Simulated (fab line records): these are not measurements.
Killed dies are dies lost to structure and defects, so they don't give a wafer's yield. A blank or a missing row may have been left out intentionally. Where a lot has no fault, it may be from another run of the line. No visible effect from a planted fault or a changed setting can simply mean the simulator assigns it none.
Matching of chambers | flow gf180mcu | 4 sister chambers for GF_STI_CMP_25 on cmp-01
The step polishes, stops on Si3N4, t overpolish 33 s, target thk 524.6 nm. 24 wafers are shown with their chamber, then 12 later ones without.

## WAFERS PAIRED WITH THEIR CHAMBERS
wafer  | chamber | motorCurrentA (A) | timeToEndpointS (s) | overpolishRunS (s)
L074.2 | 0       | 12.6              | 126                 | 33.009
L074.4 | 3       | 10.1              | 130                 | 33.009
L074.6 | 1       | 13.0              | 130                 | 33.001
L075.1 | 3       | 10.3              | 130                 | 32.997
L075.3 | 1       | 12.6              | 134                 | 33.005
L075.6 | 2       | 12.6              | 131                 | 33.009
L077.1 | 1       | 12.4              | 129                 | 32.978
L077.2 | 0       | 13.2              | 120                 | 32.998
L077.4 | 2       | 12.2              | 124                 | 33.018
L078.2 | 3       | 10.3              | 130                 | 33.007
L078.5 | 2       | 13.0              | 130                 | 33.003
L078.6 | 3       | 10.0              | 126                 | 33.019
L081.1 | 3       | 10.5              | 123                 | 32.989
L081.2 | 0       | 13.3              | 119                 | 33.001
L081.5 | 3       | 10.8              | 124                 | 33.001
L087.3 | 1       | 12.7              | 131                 | 33.000
L087.4 | 2       | 12.5              | 131                 | 33.005
L087.5 | 2       | 12.8              | 132                 | 33.013
L090.3 | 0       | 12.8              | 124                 | 32.994
L090.5 | 0       | 12.6              | 116                 | 32.995
L090.6 | 3       | 10.0              | 121                 | 33.009
L092.1 | 2       | 12.3              | 130                 | 33.014
L092.2 | 1       | 12.0              | 132                 | 32.995
L092.6 | 0       | 13.9              | 123                 | 32.979

SIGNATURES (means of the wafers above)
reading         | chamber 0 | chamber 1 | chamber 2 | chamber 3 | scatter within a chamber
motorCurrentA   | 13.067    | 12.540    | 12.567    | 10.286    | 0.373
timeToEndpointS | 121.33    | 131.20    | 129.67    | 126.29    | 3.23
overpolishRunS  | 32.99600  | 32.99580  | 33.01033  | 33.00443  | 0.00913
Rule: for each reading, subtract the chamber's mean from the wafer's reading, divide by that reading's scatter and square the result; add these up over the readings and take the root, which gives the wafer's distance from the chamber. If the next closest chamber is less than 2 further off than the closest, the wafer can't be placed; otherwise it belongs to the closest. The scatter: take each reading less its chamber's mean, square it, sum over the shown wafers, divide by the number of wafers less the number of chambers, and take the root.

## WAFERS WITH NO CHAMBER GIVEN
wafer  | motorCurrentA (A) | timeToEndpointS (s) | overpolishRunS (s)
L093.1 | 11.7              | 126                 | 33.015
L093.3 | 12.8              | 131                 | 33.006
L093.5 | 12.6              | 133                 | 32.995
L094.1 | 10.8              | 125                 | 32.995
L094.4 | 13.3              | 119                 | 33.010
L094.6 | 12.8              | 118                 | 33.011
L095.1 | 13.1              | 125                 | 32.988
L095.4 | 11.1              | 123                 | 33.003
L095.6 | 13.2              | 116                 | 33.013
L096.1 | 10.4              | 128                 | 32.998
L096.4 | 12.1              | 125                 | 32.990
L096.5 | 12.2              | 129                 | 33.004

## WHICH CHAMBER EACH ONE RAN IN
wafer  | from the rows above               | in truth
L093.1 | can't be placed: 2 or 1 or 3 or 0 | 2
L093.3 | can't be placed: 2 or 1           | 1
L093.5 | can't be placed: 1 or 2           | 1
L094.1 | 3                                 | 3
L094.4 | 0                                 | 0
L094.6 | can't be placed: 0 or 2           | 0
L095.1 | can't be placed: 0 or 1 or 2      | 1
L095.4 | 3                                 | 3
L095.6 | 0                                 | 0
L096.1 | 3                                 | 3
L096.4 | can't be placed: 1 or 0 or 2      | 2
L096.5 | can't be placed: 2 or 1           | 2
5 of 12 placed correctly. Unplaceable from these rows: 7, with the true chamber sitting among the candidates in 7. 0 placed wrongly.
